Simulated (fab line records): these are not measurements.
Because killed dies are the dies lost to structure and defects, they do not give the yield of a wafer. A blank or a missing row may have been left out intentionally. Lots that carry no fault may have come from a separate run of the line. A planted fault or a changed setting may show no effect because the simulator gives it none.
8D (eight disciplines) problem report, filled in by code / flow gf180mcu / the parts of the form that need people (team, actions taken, sign-off) are left out

1. WHAT IS WRONG
Across 6 wafers from 2 lots, HV_LDD_CVD_56_THK at GF_HV_LDD_THK_MEAS_57 averages 95.1 nm, while fault-free wafers read 90.2 nm with a standard deviation of 0.85. Measured from the usual mean, that is +5.7 standard deviations.
Seen first at day 16 22:17 on filmMetro-03, wafer L998.3. The record has a number at this step for 36 wafers belonging to 12 lots. The rule behind "out" and "out of limits": a value lying over 4 standard deviations away from the usual mean. Any other wafer with a number is counted as sound.

2. WHAT THIS IS AND IS NOT
question=which readings at this step | is=HV_LDD_CVD_56_THK | is not=-
question=which lots | is=L102, L998 | is not=L104, L106, L107, L985, L986, L987, L989, L990, L991, L992
question=which wafers of those lots | is=all that have a number | is not=-
question=read on which gauges | is=filmMetro-03 | is not=filmMetro-01, filmMetro-02
question=when | is=from day 16 22:17 | is not=up to then (21 sound wafers); but 9 sound wafers of L104, L106, L107 came after

3. THE SUSPECTS, EACH WITH WHAT RULES IT OUT
Counting: a tool at a process step up to the reading stays a suspect if it ran every lot that is out and no sound lot after the first of them.
- the gauge at GF_HV_LDD_THK_MEAS_57: kept. All the wafers that are out were read on filmMetro-03, and no step on other tools shows them out.
- lpcvd-01 at GF_HV_LDD_CVD_56 (deposits Si3N4 from DCS/NH3, target thk 90 nm, time 1543 s): kept. Every lot that is out went through it, starting with L998 (day 16 20:50), and after that it ran no sound lot; the last sound lot it ran before then is L990 (day 14 06:24).
The count leaves filmMetro-03 at GF_HV_LDD_THK_MEAS_57 and lpcvd-01 at GF_HV_LDD_CVD_56.

4. THE CAUSE (what the simulator had put in)
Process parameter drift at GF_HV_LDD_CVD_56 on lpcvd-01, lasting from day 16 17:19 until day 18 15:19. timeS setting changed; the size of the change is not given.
After counting, 2 suspects remain, this tool included.

5. THE CHAIN OF EFFECTS, in route order
One row per reading whose mean, taken over the struck wafers that have a number, lies over 3 standard deviations from the usual. Only readings whose record carries a usual standard deviation are examined. hours: median over the lots of the time between each lot's start at the first step of this table that gives one and its start at this step. sigmas: the change, counted in usual standard deviations.
hours=0; step=GF_HV_LDD_THK_MEAS_57; reading=HV_LDD_CVD_56_THK; usual=90.2 nm; on struck wafers=95.1; change=+4.9; sigmas=+5.7
hours=0; step=GF_HV_LDD_ETCHBACK_58; reading=oesProductAu; usual=0.844 a.u.; on struck wafers=0.867; change=+0.023; sigmas=+3.5
The process steps in it:
- GF_HV_LDD_ETCHBACK_58: etches Si3N4 in CH3F/O2, stops on SiO2, time 100 s, target depth 90 nm.
Later measuring or inspecting steps at which every struck wafer that the step has a row for has a number for every such reading, and none has moved that far: GF_CONTACT_RS_MEAS_25.

6. HOW IT WOULD HAVE BEEN CAUGHT EARLIER
In this record the first reading out of limits at a measuring or inspecting step was taken at day 16 22:17, 5 hours after the fault began at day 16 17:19.
Of the tool readings at GF_HV_LDD_CVD_56 for which the record gives a usual standard deviation, none was out on any struck wafer, so an alarm limit of 4 standard deviations on them would not have fired.
Among the 2 lots that are out, L102 began GF_HV_LDD_CVD_56 on lpcvd-01 after day 16 22:17. A tool hold placed at that time would have kept it from harm.
